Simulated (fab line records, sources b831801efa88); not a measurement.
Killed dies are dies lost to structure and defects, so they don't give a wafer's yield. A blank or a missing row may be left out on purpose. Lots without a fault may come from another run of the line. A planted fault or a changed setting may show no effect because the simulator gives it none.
Which tool did it? | flow sky130 | 13 lots, 39 wafers sampled, at 5 steps of a route of 708

WHAT THE GAUGES READ, wafer by wafer
SKY_RES_XHIGH_TW_MEAS_09. Usual: RES_XHIGH_TW 1657, standard deviation 18.
lot  | measured     | on            | RES_XHIGH_TW   | flag
L177 | day 27 04:11 | film_metro-04 | 1625 1621 1633 |
L176 | day 27 05:55 | film_metro-01 | 1651 1662 1657 |
L179 | day 27 18:47 | film_metro-01 | 1670 1660 1664 |
L178 | day 27 22:02 | film_metro-02 | 1648 1648 1655 |
L180 | day 28 04:34 | film_metro-02 | 1647 1642 1649 |
L186 | day 30 06:52 | film_metro-01 | 1682 1699 1673 |
L191 | day 32 00:04 | film_metro-01 | 1672 1677 1670 |
L193 | day 32 08:31 | film_metro-02 | 1641 1638 1642 |
L194 | day 32 12:26 | film_metro-02 | 1644 1634 1640 |
L196 | day 33 05:34 | film_metro-01 | 1667 1659 1667 |
L197 | day 33 09:08 | film_metro-04 | 1639 1637 1643 |
L198 | day 33 13:31 | film_metro-01 | 1674 1671 1671 |
L199 | day 34 00:50 | film_metro-02 | 1642 1645 1656 |

SKY_SD_N_CD_MEAS_07: target cd 380 nm. Usual: cd_nm 379.9 nm, standard deviation 2.5.
lot  | measured     | on        | cd_nm (nm)        | flag
L177 | day 28 08:26 | cd_sem-02 | 378.7 382.5 383.0 |
L176 | day 28 10:25 | cd_sem-01 | 383.1 379.9 380.9 |
L179 | day 28 22:22 | cd_sem-01 | 382.0 382.4 383.4 |
L178 | day 29 01:52 | cd_sem-01 | 380.2 378.6 380.2 |
L180 | day 29 09:05 | cd_sem-02 | 332.7 334.1 333.4 | OFF
L186 | day 31 11:10 | cd_sem-02 | 381.1 381.6 380.5 |
L191 | day 33 02:31 | cd_sem-02 | 382.3 384.8 379.9 |
L193 | day 33 11:38 | cd_sem-01 | 376.9 377.0 379.1 |
L194 | day 33 14:46 | cd_sem-02 | 380.1 381.2 380.7 |
L196 | day 34 06:46 | cd_sem-02 | 377.8 375.1 375.4 |
L197 | day 34 11:04 | cd_sem-01 | 380.2 381.8 378.2 |
L198 | day 34 15:52 | cd_sem-02 | 381.0 379.2 378.5 |
L199 | day 35 03:07 | cd_sem-02 | 381.4 382.5 382.3 |

SKY_SD_N_RS_MEAS_17: measures by four-point-probe. Usual: SD_P_RS 148.1 ohm/sq, standard deviation 0.39.
lot  | measured     | on            | SD_P_RS (ohm/sq)  | flag
L177 | day 28 09:24 | film_metro-04 | 148.7 148.0 148.1 |
L176 | day 28 11:22 | film_metro-02 | 148.0 148.5 147.5 |
L179 | day 28 23:19 | film_metro-02 | 147.7 148.1 147.6 |
L178 | day 29 02:49 | film_metro-02 | 148.0 148.0 147.9 |
L180 | day 29 10:03 | film_metro-01 | 148.3 148.5 148.4 |
L186 | day 31 12:07 | film_metro-02 | 147.7 147.8 147.7 |
L191 | day 33 03:29 | film_metro-04 | 148.4 148.3 148.6 |
L193 | day 33 12:35 | film_metro-01 | 148.3 147.8 148.1 |
L194 | day 33 15:43 | film_metro-01 | 147.9 147.7 148.3 |
L196 | day 34 07:43 | film_metro-02 | 147.9 147.9 148.4 |
L197 | day 34 12:01 | film_metro-04 | 149.3 148.5 149.0 |
L198 | day 34 16:49 | film_metro-01 | 148.0 148.1 148.2 |
L199 | day 35 04:04 | film_metro-02 | 147.7 147.8 147.7 |

WHICH TOOL RAN EACH LOT (tool, then ch and the chambers of the sampled wafers, then the start)
lot  | SKY_SPACER_ETCHBACK_02             | SKY_SD_N_EXPOSE_04
L177 | rie_diel-04 ch 0,1,2, day 23 10:47 | iline_stepper-02 ch 0, day 27 18:23
L176 | rie_diel-03 ch 1,2, day 23 11:59   | iline_stepper-01 ch 0, day 27 20:14
L179 | rie_diel-04 ch 0,2,3, day 24 02:29 | iline_stepper-02 ch 0, day 28 09:26
L178 | rie_diel-04 ch 1,2,3, day 24 05:57 | iline_stepper-01 ch 0, day 28 12:31
L180 | rie_diel-04 ch 1,2,3, day 24 12:37 | iline_stepper-02 ch 0, day 28 18:31
L186 | rie_diel-01 ch 0,1,3, day 26 16:22 | iline_stepper-01 ch 0, day 30 21:55
L191 | rie_diel-03 ch 1,2, day 28 10:57   | iline_stepper-01 ch 0, day 32 13:02
L193 | rie_diel-03 ch 1,2, day 28 20:46   | iline_stepper-02 ch 0, day 32 21:35
L194 | rie_diel-03 ch 1,2, day 29 00:12   | iline_stepper-02 ch 0, day 33 01:54
L196 | rie_diel-01 ch 0,3, day 29 19:27   | iline_stepper-02 ch 0, day 33 18:16
L197 | rie_diel-04 ch 1,3, day 29 22:56   | iline_stepper-02 ch 0, day 33 21:49
L198 | rie_diel-03 ch 0,2, day 30 02:19   | iline_stepper-02 ch 0, day 34 02:46
L199 | rie_diel-04 ch 0,1,2, day 30 16:05 | iline_stepper-01 ch 0, day 34 14:47
- SKY_SPACER_ETCHBACK_02: etches Si3N4 in CH3F/O2, stops on SiO2, time 46.7 s, target depth 45 nm.
- SKY_SD_N_EXPOSE_04: exposes mask NSDM, target cd 380 nm.

WHAT THE TOOLS THEMSELVES READ (means of the sampled wafers that have a number; where no wafer has one, the mark that the record gives instead)
SKY_SPACER_ETCHBACK_02. Usual: bias_w 79.98 W, standard deviation 0.24; chamber_pressure_mTorr 25.000 mTorr, standard deviation 0.022; drypump_motor_current_A 5.6 A, standard deviation 0.51; oes_product_au 0.854 a.u., standard deviation 0.0068; throttle_valve_pct 10.562 %, standard deviation 0.0085.
lot  | tool        | bias_w (W) | chamber_pressure_mTorr (mTorr) | drypump_motor_current_A (A) | oes_product_au (a.u.) | throttle_valve_pct (%) | flag
L177 | rie_diel-04 | 79.86      | 25.009                         | 5.1                         | 0.857                 | 10.567                 |
L176 | rie_diel-03 | 80.22      | 24.975                         | 5.9                         | 0.852                 | 10.560                 |
L179 | rie_diel-04 | 79.78      | 24.987                         | 5.4                         | 0.847                 | 10.568                 |
L178 | rie_diel-04 | 79.66      | 24.992                         | 5.1                         | 0.855                 | 10.557                 |
L180 | rie_diel-04 | 79.84      | 24.986                         | 5.1                         | 0.841                 | 10.558                 |
L186 | rie_diel-01 | 79.82      | 25.018                         | 5.6                         | 0.858                 | 10.560                 |
L191 | rie_diel-03 | 80.07      | 25.015                         | 6.0                         | 0.855                 | 10.559                 |
L193 | rie_diel-03 | 80.07      | 24.985                         | 6.0                         | 0.849                 | 10.562                 |
L194 | rie_diel-03 | 79.71      | 24.980                         | 6.0                         | 0.838                 | 10.558                 |
L196 | rie_diel-01 | 79.76      | 25.012                         | 5.4                         | 0.852                 | 10.553                 |
L197 | rie_diel-04 | 80.14      | 25.016                         | 5.5                         | 0.860                 | 10.559                 |
L198 | rie_diel-03 | 79.97      | 25.004                         | 6.3                         | 0.855                 | 10.555                 |
L199 | rie_diel-04 | 79.95      | 25.014                         | 5.1                         | 0.853                 | 10.558                 |

THE ANSWER, worked out from the rows above alone
Rule: a lot is off if the mean of its wafers that have a number lies more than 3 standard deviations from the usual mean. A lot without any number at a reading at which 4 lots or more have one is off too. The other lots that the step has rows for count as sound. The gauges are gone through in route order, then the tools' own readings, and for those a lot's mean is taken as printed above. The first step at which some lot is off is used, and at that step the reading that is off furthest; a lot without a number counts as furthest.
Off: L180, at SKY_SD_N_CD_MEAS_07 (cd_nm).
A tool fits if, at a process step before that reading, it ran every lot that is off, and no sound lot after the first of them. The gauges at SKY_SD_N_CD_MEAS_07 are tried like those tools. None of those tried fits.

WHAT THE SIMULATOR HAD PUT IN
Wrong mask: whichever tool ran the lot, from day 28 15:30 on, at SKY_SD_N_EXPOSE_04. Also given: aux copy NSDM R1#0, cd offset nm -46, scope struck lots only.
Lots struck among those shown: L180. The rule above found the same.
